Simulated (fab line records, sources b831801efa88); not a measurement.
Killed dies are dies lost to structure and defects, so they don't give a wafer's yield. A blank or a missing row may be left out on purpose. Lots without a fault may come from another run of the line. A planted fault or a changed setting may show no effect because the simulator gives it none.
Which tool did it? | flow sky130 | 11 lots, 32 wafers sampled, at 5 steps of a route of 708

WHAT THE GAUGES READ, wafer by wafer
SKY_LOCAL_INTERCONNECT_RS_MEAS_01: measures by four-point-probe. Usual: LOCAL_INTERCONNECT_TIN_RS 14.08 ohm/sq, standard deviation 0.17.
lot  | measured     | on            | LOCAL_INTERCONNECT_TIN_RS (ohm/sq) | flag
L362 | day 29 05:13 | film_metro-04 | 13.86 13.89 13.84                  |
L366 | day 30 15:44 | film_metro-04 | 14.26 14.30 14.16                  |
L368 | day 31 07:55 | film_metro-03 | 16.31 13.84 14.12                  | OFF
L371 | day 32 00:58 | film_metro-04 | 16.45 14.08                        | OFF
L373 | day 32 18:32 | film_metro-03 | 16.41 14.25 14.20                  | OFF
L378 | day 34 14:59 | film_metro-04 | 14.22 13.96 14.18                  |
L379 | day 34 18:40 | film_metro-03 | 13.91 14.17 14.16                  |
L381 | day 35 06:04 | film_metro-04 | 14.07 13.84 14.01                  |
L382 | day 35 16:02 | film_metro-04 | 14.40 14.53 14.39                  |
L384 | day 36 03:53 | film_metro-04 | 13.99 14.27 14.18                  |
L385 | day 36 13:01 | film_metro-01 | 14.25 14.36 14.30                  |

SKY_LOCAL_INTERCONNECT_THK_MEAS_02: measures by xrf. Usual: LOCAL_INTERCONNECT_TIN_THK 100.4 nm, standard deviation 1.3.
lot  | measured     | on            | LOCAL_INTERCONNECT_TIN_THK (nm) | flag
L362 | day 29 05:20 | film_metro-04 | 101.3 101.9 101.3               |
L366 | day 30 15:51 | film_metro-04 | 99.0 99.3 100.0                 |
L368 | day 31 08:01 | film_metro-03 | 87.1 101.5 100.7                | OFF
L371 | day 32 01:05 | film_metro-04 | 86.2 99.0                       | OFF
L373 | day 32 18:38 | film_metro-03 | 86.3 98.6 98.9                  | OFF
L378 | day 34 15:05 | film_metro-04 | 98.3 100.1 99.2                 |
L379 | day 34 18:46 | film_metro-03 | 100.9 99.9 99.5                 |
L381 | day 35 06:11 | film_metro-04 | 99.8 101.6 100.7                |
L382 | day 35 16:09 | film_metro-04 | 97.9 96.6 97.9                  |
L384 | day 36 04:00 | film_metro-04 | 100.6 99.4 99.5                 |
L385 | day 36 13:07 | film_metro-01 | 99.9 98.9 99.6                  |

SKY_LOCAL_INTERCONNECT_OVL_MEAS_12. Usual: LOCAL_INTERCONNECT_OVL -1 nm, standard deviation 4.9.
lot  | measured     | on         | LOCAL_INTERCONNECT_OVL (nm) | flag
L362 | day 30 09:03 | overlay-02 | -4 7 -4                     |
L366 | day 31 19:25 | overlay-02 | -6 -11 -8                   |
L368 | day 32 11:31 | overlay-01 | -2 4 -8                     |
L371 | day 33 04:23 | overlay-02 | -2 9                        |
L373 | day 33 20:58 | overlay-02 | 4 4 3                       |
L378 | day 35 17:28 | overlay-01 | 2 1 3                       |
L379 | day 35 20:25 | overlay-02 | -3 -2 0                     |
L381 | day 36 07:37 | overlay-02 | -2 -4 -5                    |
L382 | day 36 17:37 | overlay-01 | -2 1 -5                     |
L384 | day 37 04:43 | overlay-02 | 4 0 -5                      |
L385 | day 37 15:37 | overlay-01 | 3 0 -10                     |

WHICH TOOL RAN EACH LOT (tool, then ch and the chambers of the sampled wafers, then the start)
lot  | SKY_LI_CONTACT_SPUTTER_19    | SKY_LOCAL_INTERCONNECT_SPUTTER_00
L362 | pvd_sputter-03, day 29 04:25 | pvd_sputter-01, day 29 05:10
L366 | pvd_sputter-04, day 30 14:55 | pvd_sputter-01, day 30 15:40
L368 | pvd_sputter-02, day 31 07:04 | pvd_sputter-01, day 31 07:49
L371 | pvd_sputter-04, day 32 00:09 | pvd_sputter-01, day 32 00:53
L373 | pvd_sputter-02, day 32 17:42 | pvd_sputter-01, day 32 18:26
L378 | pvd_sputter-02, day 34 14:08 | pvd_sputter-02, day 34 14:53
L379 | pvd_sputter-03, day 34 17:49 | pvd_sputter-02, day 34 18:34
L381 | pvd_sputter-02, day 35 05:16 | pvd_sputter-01, day 35 06:01
L382 | pvd_sputter-03, day 35 15:13 | pvd_sputter-01, day 35 15:58
L384 | pvd_sputter-04, day 36 03:04 | pvd_sputter-01, day 36 03:49
L385 | pvd_sputter-02, day 36 12:11 | pvd_sputter-03, day 36 12:55
- SKY_LI_CONTACT_SPUTTER_19: material Ti, target thk 20 nm, time 106.37 s.
- SKY_LOCAL_INTERCONNECT_SPUTTER_00: material TiN, target thk 100 nm, time 83.3 s.

WHAT THE TOOLS THEMSELVES READ (means of the sampled wafers that have a number; where no wafer has one, the mark that the record gives instead)
SKY_LI_CONTACT_SPUTTER_19. Usual: throttle_valve_pct 29.9 %, standard deviation 1.
lot  | tool           | throttle_valve_pct (%) | flag
L362 | pvd_sputter-03 | 30.4                   |
L366 | pvd_sputter-04 | 30.2                   |
L368 | pvd_sputter-02 | 30.2                   |
L371 | pvd_sputter-04 | 31.2                   |
L373 | pvd_sputter-02 | 29.5                   |
L378 | pvd_sputter-02 | 29.9                   |
L379 | pvd_sputter-03 | 29.5                   |
L381 | pvd_sputter-02 | 29.6                   |
L382 | pvd_sputter-03 | 30.0                   |
L384 | pvd_sputter-04 | 30.2                   |
L385 | pvd_sputter-02 | 29.5                   |

SKY_LOCAL_INTERCONNECT_SPUTTER_00. Usual: throttle_valve_pct 30.2 %, standard deviation 1.2.
lot  | tool           | throttle_valve_pct (%) | flag
L362 | pvd_sputter-01 | 31.1                   |
L366 | pvd_sputter-01 | 31.1                   |
L368 | pvd_sputter-01 | 29.9                   |
L371 | pvd_sputter-01 | 29.9                   |
L373 | pvd_sputter-01 | 29.7                   |
L378 | pvd_sputter-02 | 29.8                   |
L379 | pvd_sputter-02 | 29.9                   |
L381 | pvd_sputter-01 | 30.1                   |
L382 | pvd_sputter-01 | 31.5                   |
L384 | pvd_sputter-01 | 30.2                   |
L385 | pvd_sputter-03 | 30.6                   |

THE ANSWER, worked out from the rows above alone
Rule: a lot is off if the mean of its wafers that have a number lies more than 3 standard deviations from the usual mean. A lot without any number at a reading at which 4 lots or more have one is off too. The other lots that the step has rows for count as sound. The gauges are gone through in route order, then the tools' own readings, and for those a lot's mean is taken as printed above. The first step at which some lot is off is used, and at that step the reading that is off furthest; a lot without a number counts as furthest.
Off: L368, L371, L373, at SKY_LOCAL_INTERCONNECT_RS_MEAS_01 (LOCAL_INTERCONNECT_TIN_RS).
A tool fits if, at a process step before that reading, it ran every lot that is off, and no sound lot after the first of them. The gauges at SKY_LOCAL_INTERCONNECT_RS_MEAS_01 are tried like those tools. None of those tried fits.

WHAT THE SIMULATOR HAD PUT IN
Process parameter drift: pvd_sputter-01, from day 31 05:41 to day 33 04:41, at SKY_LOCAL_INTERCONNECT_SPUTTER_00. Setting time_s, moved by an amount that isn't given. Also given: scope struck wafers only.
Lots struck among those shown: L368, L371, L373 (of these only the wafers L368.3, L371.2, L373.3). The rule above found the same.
